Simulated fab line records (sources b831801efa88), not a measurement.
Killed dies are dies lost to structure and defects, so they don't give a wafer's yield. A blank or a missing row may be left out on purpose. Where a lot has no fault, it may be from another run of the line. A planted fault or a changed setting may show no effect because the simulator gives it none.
Matching of chambers	flow gf180mcu	4 sister chambers for GF_CONTACT_CMP_04 on cmp-02
The step polishes SiO2. 7 wafers are shown with their chamber, then 8 later ones without.

== WAFERS WITH THEIR CHAMBER ==
wafer	chamber	motor-current-A (A)	edge-zone-pressure-frac
L825.5	1	11.1	1.008
L826.3	2	12.2	1.006
L826.5	3	11.1	1.003
L830.3	3	11.7	1.002
L830.5	0	11.7	1.003
L830.6	1	11.4	1.000
L833.1	0	11.3	0.994

== WAFERS MISSING THEIR CHAMBER ==
wafer	motor-current-A (A)	edge-zone-pressure-frac
L833.2	11.4	0.997
L833.6	11.9	1.001
L837.1	12.0	0.997
L837.4	11.4	1.002
L837.6	11.4	0.998
L839.1	12.2	0.997
L839.3	11.5	1.005
L839.4	11.1	1.003

== THE CHAMBER EACH PASSED THROUGH ==
wafer	from the rows above	in truth
L833.2	can't be placed: 0 or 3 or 1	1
L833.6	can't be placed: 0 or 2 or 3 or 1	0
L837.1	can't be placed: 0 or 2 or 3 or 1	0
L837.4	can't be placed: 3 or 1 or 0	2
L837.6	can't be placed: 0 or 3 or 1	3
L839.1	can't be placed: 2 or 0 or 3 or 1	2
L839.3	can't be placed: 3 or 1 or 0 or 2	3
L839.4	can't be placed: 1 or 3 or 0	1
Correct placement for 0 of the 8. Can't be placed from these rows: 8 (the true chamber is among the candidates in 7). Wrongly placed: 0.
How it was worked out, from the rows above alone: a wafer's distance from a chamber is the root of the sum, over the readings, of the square of ((its reading less the chamber's mean) divided by the reading's scatter). If the next closest chamber is less than 2 further off than the closest, the wafer can't be placed; otherwise it belongs to the closest. For every chamber, the mean is computed from those of its wafers that are shown. The scatter: take each reading less its chamber's mean, square it, sum over the shown wafers, divide by the number of wafers less the number of chambers, and take the root.
